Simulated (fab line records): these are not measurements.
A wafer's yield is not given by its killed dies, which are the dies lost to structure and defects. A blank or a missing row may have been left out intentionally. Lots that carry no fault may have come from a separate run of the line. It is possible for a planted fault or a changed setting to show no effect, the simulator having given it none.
What tool caused it? :: flow sky130 :: 33 wafers from 11 lots sampled at 6 of the route's 708 steps

== WHAT EACH GAUGE READ, for each wafer ==
SKY_NWELL_TW_MEAS_15. Usual: NWELL_TW gives 1821 (standard deviation 8.4).
lot: L843
measured: day 4 17:17
on: film metro-03
NWELL_TW: 1824 1834 1829
flag: 

lot: L844
measured: day 4 23:48
on: film metro-03
NWELL_TW: 1831 1835 1824
flag: 

lot: L845
measured: day 5 01:04
on: film metro-01
NWELL_TW: 1820 1822 1825
flag: 

lot: L846
measured: day 5 07:41
on: film metro-03
NWELL_TW: 1824 1822 1830
flag: 

lot: L847
measured: day 5 14:55
on: film metro-03
NWELL_TW: 1825 1831 1825
flag: 

lot: L849
measured: day 6 05:21
on: film metro-02
NWELL_TW: 1818 1818 1819
flag: 

lot: L850
measured: day 6 07:52
on: film metro-01
NWELL_TW: 1827 1822 1815
flag: 

lot: L858
measured: day 8 06:51
on: film metro-02
NWELL_TW: 1985 1993 1988
flag: OFF

lot: L860
measured: day 8 20:29
on: film metro-01
NWELL_TW: 1983 1993 1979
flag: OFF

lot: L863
measured: day 9 08:52
on: film metro-03
NWELL_TW: 1817 1828 1814
flag: 

lot: L865
measured: day 9 23:10
on: film metro-03
NWELL_TW: 1818 1812 1816
flag: 

SKY_NWELL_RS_MEAS_29: the measuring method here is four-point-probe. Usual: NWELL_RS gives 625.1 ohm/sq (standard deviation 1.4).
lot: L843
measured: day 5 10:56
on: film metro-03
NWELL_RS (ohm/sq): 624.3 626.3 623.5
flag: 

lot: L844
measured: day 5 18:04
on: film metro-03
NWELL_RS (ohm/sq): 625.2 623.7 625.1
flag: 

lot: L845
measured: day 6 08:24
on: film metro-03
NWELL_RS (ohm/sq): 626.5 625.8 625.4
flag: 

lot: L846
measured: day 6 08:38
on: film metro-01
NWELL_RS (ohm/sq): 625.1 622.9 626.8
flag: 

lot: L847
measured: day 6 08:45
on: film metro-02
NWELL_RS (ohm/sq): 625.9 623.5 625.9
flag: 

lot: L849
measured: day 7 01:08
on: film metro-03
NWELL_RS (ohm/sq): 623.2 624.9 623.8
flag: 

lot: L850
measured: day 7 03:02
on: film metro-02
NWELL_RS (ohm/sq): 624.5 622.1 624.1
flag: 

lot: L858
measured: day 9 05:05
on: film metro-02
NWELL_RS (ohm/sq): 535.0 536.6 536.0
flag: OFF

lot: L860
measured: day 9 18:08
on: film metro-01
NWELL_RS (ohm/sq): 537.1 536.8 537.1
flag: OFF

lot: L863
measured: day 10 07:35
on: film metro-02
NWELL_RS (ohm/sq): 625.5 626.0 627.4
flag: 

lot: L865
measured: day 10 22:04
on: film metro-02
NWELL_RS (ohm/sq): 625.0 627.1 624.6
flag: 

SKY_NWELL_RS_MEAS_31: the measuring method here is four-point-probe. Usual: PWDE_RS gives 5272 ohm/sq (standard deviation 16).
lot: L843
measured: day 5 11:10
on: film metro-03
PWDE_RS (ohm/sq): 5286 5282 5287
flag: 

lot: L844
measured: day 5 18:19
on: film metro-03
PWDE_RS (ohm/sq): 5257 5284 5302
flag: 

lot: L845
measured: day 6 08:38
on: film metro-03
PWDE_RS (ohm/sq): 5261 5277 5265
flag: 

lot: L846
measured: day 6 08:53
on: film metro-01
PWDE_RS (ohm/sq): 5259 5268 5285
flag: 

lot: L847
measured: day 6 08:59
on: film metro-02
PWDE_RS (ohm/sq): 5271 5254 5251
flag: 

lot: L849
measured: day 7 01:23
on: film metro-03
PWDE_RS (ohm/sq): 5265 5255 5243
flag: 

lot: L850
measured: day 7 03:16
on: film metro-02
PWDE_RS (ohm/sq): 5271 5272 5255
flag: 

lot: L858
measured: day 9 05:20
on: film metro-02
PWDE_RS (ohm/sq): 5278 5266 5284
flag: 

lot: L860
measured: day 9 18:22
on: film metro-01
PWDE_RS (ohm/sq): 5278 5288 5289
flag: 

lot: L863
measured: day 10 07:49
on: film metro-02
PWDE_RS (ohm/sq): 5277 5282 5284
flag: 

lot: L865
measured: day 10 22:18
on: film metro-02
PWDE_RS (ohm/sq): 5234 5257 5251
flag: 

== WHAT TOOL EACH LOT RAN ON (gives the tool, then ch and the chambers of the sampled wafers, and finally the start) ==
lot: L843
SKY_FIELD_ISO_ETCH_15: rie diel-03 ch 0,1,3, day 2 08:58
SKY_NWELL_IMPLANT_11: implanter-03 ch 0, day 4 16:44
SKY_NWELL_STRIP_25: plasma asher-02 ch 0,1, day 5 10:37

lot: L844
SKY_FIELD_ISO_ETCH_15: rie diel-01 ch 0,1, day 2 13:26
SKY_NWELL_IMPLANT_11: implanter-03 ch 0, day 4 23:15
SKY_NWELL_STRIP_25: plasma asher-01 ch 1, day 5 17:46

lot: L845
SKY_FIELD_ISO_ETCH_15: rie diel-03 ch 1,2,3, day 2 14:29
SKY_NWELL_IMPLANT_11: implanter-03 ch 0, day 5 00:31
SKY_NWELL_STRIP_25: plasma asher-01 ch 0,1, day 6 08:05

lot: L846
SKY_FIELD_ISO_ETCH_15: rie diel-04 ch 2,3, day 2 22:40
SKY_NWELL_IMPLANT_11: implanter-01 ch 0, day 5 07:10
SKY_NWELL_STRIP_25: plasma asher-02 ch 0,1, day 6 08:19

lot: L847
SKY_FIELD_ISO_ETCH_15: rie diel-03 ch 1,2, day 3 04:39
SKY_NWELL_IMPLANT_11: implanter-01 ch 0, day 5 14:22
SKY_NWELL_STRIP_25: plasma asher-04 ch 0,1, day 6 08:26

lot: L849
SKY_FIELD_ISO_ETCH_15: rie diel-01 ch 0,2, day 3 12:40
SKY_NWELL_IMPLANT_11: implanter-02 ch 0, day 6 04:48
SKY_NWELL_STRIP_25: plasma asher-01 ch 0,1, day 7 00:49

lot: L850
SKY_FIELD_ISO_ETCH_15: rie diel-01 ch 0,1,2, day 3 17:43
SKY_NWELL_IMPLANT_11: implanter-03 ch 0, day 6 07:20
SKY_NWELL_STRIP_25: plasma asher-04 ch 0,1, day 7 02:41

lot: L858
SKY_FIELD_ISO_ETCH_15: rie diel-04 ch 0,1,2, day 5 12:28
SKY_NWELL_IMPLANT_11: implanter-03 ch 0, day 8 06:18
SKY_NWELL_STRIP_25: plasma asher-02 ch 0,1, day 9 04:46

lot: L860
SKY_FIELD_ISO_ETCH_15: rie diel-01 ch 2,3, day 5 21:21
SKY_NWELL_IMPLANT_11: implanter-03 ch 0, day 8 16:19
SKY_NWELL_STRIP_25: plasma asher-02 ch 0,1, day 9 17:48

lot: L863
SKY_FIELD_ISO_ETCH_15: rie diel-03 ch 0,1, day 6 11:23
SKY_NWELL_IMPLANT_11: implanter-02 ch 0, day 9 08:19
SKY_NWELL_STRIP_25: plasma asher-01 ch 0,1, day 10 07:16

lot: L865
SKY_FIELD_ISO_ETCH_15: rie diel-04 ch 0,2, day 6 23:14
SKY_NWELL_IMPLANT_11: implanter-01 ch 0, day 9 22:37
SKY_NWELL_STRIP_25: plasma asher-04 ch 0, day 10 21:43
- SKY_FIELD_ISO_ETCH_15: etches the open film in CHF3/O2, stops on Si, target depth 180 nm, time 72 s.
- SKY_NWELL_IMPLANT_11
- SKY_NWELL_STRIP_25: strips in O2/N2.

== WHAT THE TOOLS THEMSELVES READ (means of the sampled wafers that have a number; where no wafer has one, the mark that the record gives instead) ==
SKY_FIELD_ISO_ETCH_15. Usual: bias w 200.0 W, standard deviation 0.63; drypump motor current A 5.7 A, standard deviation 0.38; oes product au 0.943 a.u., standard deviation 0.0068; throttle valve pct 8.843 %, standard deviation 0.0089.
lot: L843
tool: rie diel-03
bias w (W): 199.4
drypump motor current A (A): 5.9
oes product au (a.u.): 0.943
throttle valve pct (%): 8.836
flag: 

lot: L844
tool: rie diel-01
bias w (W): 199.8
drypump motor current A (A): 5.5
oes product au (a.u.): 0.951
throttle valve pct (%): 8.849
flag: 

lot: L845
tool: rie diel-03
bias w (W): 200.1
drypump motor current A (A): 5.6
oes product au (a.u.): 0.952
throttle valve pct (%): 8.846
flag: 

lot: L846
tool: rie diel-04
bias w (W): 200.0
drypump motor current A (A): 5.4
oes product au (a.u.): 0.934
throttle valve pct (%): 8.838
flag: 

lot: L847
tool: rie diel-03
bias w (W): 200.4
drypump motor current A (A): 5.3
oes product au (a.u.): 0.949
throttle valve pct (%): 8.855
flag: 

lot: L849
tool: rie diel-01
bias w (W): 199.3
drypump motor current A (A): 5.5
oes product au (a.u.): 0.945
throttle valve pct (%): 8.845
flag: 

lot: L850
tool: rie diel-01
bias w (W): 199.6
drypump motor current A (A): 5.6
oes product au (a.u.): 0.946
throttle valve pct (%): 8.852
flag: 

lot: L858
tool: rie diel-04
bias w (W): 199.6
drypump motor current A (A): 5.7
oes product au (a.u.): 0.942
throttle valve pct (%): 8.841
flag: 

lot: L860
tool: rie diel-01
bias w (W): 199.9
drypump motor current A (A): 5.9
oes product au (a.u.): 0.948
throttle valve pct (%): 8.846
flag: 

lot: L863
tool: rie diel-03
bias w (W): 199.9
drypump motor current A (A): 5.6
oes product au (a.u.): 0.940
throttle valve pct (%): 8.838
flag: 

lot: L865
tool: rie diel-04
bias w (W): 200.0
drypump motor current A (A): 5.4
oes product au (a.u.): 0.940
throttle valve pct (%): 8.831
flag: 

SKY_NWELL_IMPLANT_11. Usual: dose ions cm2 1.8998e+13, standard deviation 2.1e+10; faraday current uA 107.4, standard deviation 1.9.
lot: L843
tool: implanter-03
dose ions cm2: 1.8991e+13
faraday current uA: 108.6
flag: 

lot: L844
tool: implanter-03
dose ions cm2: 1.8975e+13
faraday current uA: 108.5
flag: 

lot: L845
tool: implanter-03
dose ions cm2: 1.8979e+13
faraday current uA: 106.0
flag: 

lot: L846
tool: implanter-01
dose ions cm2: 1.8979e+13
faraday current uA: 108.1
flag: 

lot: L847
tool: implanter-01
dose ions cm2: 1.9009e+13
faraday current uA: 110.3
flag: 

lot: L849
tool: implanter-02
dose ions cm2: 1.9013e+13
faraday current uA: 105.6
flag: 

lot: L850
tool: implanter-03
dose ions cm2: 1.8995e+13
faraday current uA: 106.9
flag: 

lot: L858
tool: implanter-03
dose ions cm2: 2.5185e+13
faraday current uA: 136.7
flag: OFF

lot: L860
tool: implanter-03
dose ions cm2: 2.5185e+13
faraday current uA: 137.2
flag: OFF

lot: L863
tool: implanter-02
dose ions cm2: 1.9017e+13
faraday current uA: 105.3
flag: 

lot: L865
tool: implanter-01
dose ions cm2: 1.8991e+13
faraday current uA: 109.7
flag: 

SKY_NWELL_STRIP_25. Usual: drypump motor current A 6.2 A, standard deviation 0.4; oes product au 0.722 a.u., standard deviation 0.0046; strip time to endpoint s 36.89 s, standard deviation 0.1.
lot: L843
tool: plasma asher-02
drypump motor current A (A): 5.6
oes product au (a.u.): 0.725
strip time to endpoint s (s): 36.88
flag: 

lot: L844
tool: plasma asher-01
drypump motor current A (A): 6.4
oes product au (a.u.): 0.723
strip time to endpoint s (s): 37.07
flag: 

lot: L845
tool: plasma asher-01
drypump motor current A (A): 6.5
oes product au (a.u.): 0.725
strip time to endpoint s (s): 36.81
flag: 

lot: L846
tool: plasma asher-02
drypump motor current A (A): 5.8
oes product au (a.u.): 0.720
strip time to endpoint s (s): 36.81
flag: 

lot: L847
tool: plasma asher-04
drypump motor current A (A): 6.2
oes product au (a.u.): 0.720
strip time to endpoint s (s): 36.83
flag: 

lot: L849
tool: plasma asher-01
drypump motor current A (A): 6.5
oes product au (a.u.): 0.723
strip time to endpoint s (s): 36.86
flag: 

lot: L850
tool: plasma asher-04
drypump motor current A (A): 6.0
oes product au (a.u.): 0.724
strip time to endpoint s (s): 37.09
flag: 

lot: L858
tool: plasma asher-02
drypump motor current A (A): 5.8
oes product au (a.u.): 0.723
strip time to endpoint s (s): 36.87
flag: 

lot: L860
tool: plasma asher-02
drypump motor current A (A): 5.6
oes product au (a.u.): 0.716
strip time to endpoint s (s): 36.88
flag: 

lot: L863
tool: plasma asher-01
drypump motor current A (A): 6.5
oes product au (a.u.): 0.724
strip time to endpoint s (s): 36.83
flag: 

lot: L865
tool: plasma asher-04
drypump motor current A (A): 6.4
oes product au (a.u.): 0.724
strip time to endpoint s (s): 36.88
flag: 

== THE ANSWER, worked out from the rows above alone ==
Rule: a lot is off if the mean of its wafers that have a number lies more than 3 standard deviations from the usual mean. Also off: a lot with no number at a reading for which 4 or more lots have one. The other lots that the step has rows for count as sound. The gauges are gone through in route order, then the tools' own readings, and for those a lot's mean is taken as printed above. At the first step where some lot is off, the reading lying furthest off is the one used; lots without a number count as furthest.
Off: at SKY_NWELL_TW_MEAS_15 (NWELL_TW), L858, L860.
If a tool, at a process step before that reading, ran all the lots that are off and no sound lot after the first of them, it fits. The gauges at SKY_NWELL_TW_MEAS_15 aren't tried: what is off there is off at SKY_NWELL_IMPLANT_11 too, on other tools, and a gauge's error can't cause that. One fits: SKY_NWELL_IMPLANT_11 on implanter-03. A fault onset in the window from L850 (day 6 07:20, its last sound lot) to L858 (day 8 06:18, its first lot off) fits.
The tool's own readings at SKY_NWELL_IMPLANT_11 bear it out: on the lots that are off they differ by more than 5 times the standard deviation of the sound lots' means. dose ions cm2 reads 2.5185e+13 there against 1.8994e+13 on the sound lots; faraday current uA reads 136.9 there against 107.7 on the sound lots.

== WHAT WAS PUT IN BY THE SIMULATOR ==
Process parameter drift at SKY_NWELL_IMPLANT_11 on implanter-03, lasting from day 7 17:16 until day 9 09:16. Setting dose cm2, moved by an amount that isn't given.
Shown lots that were struck: L858, L860. The same result came from the rule above.
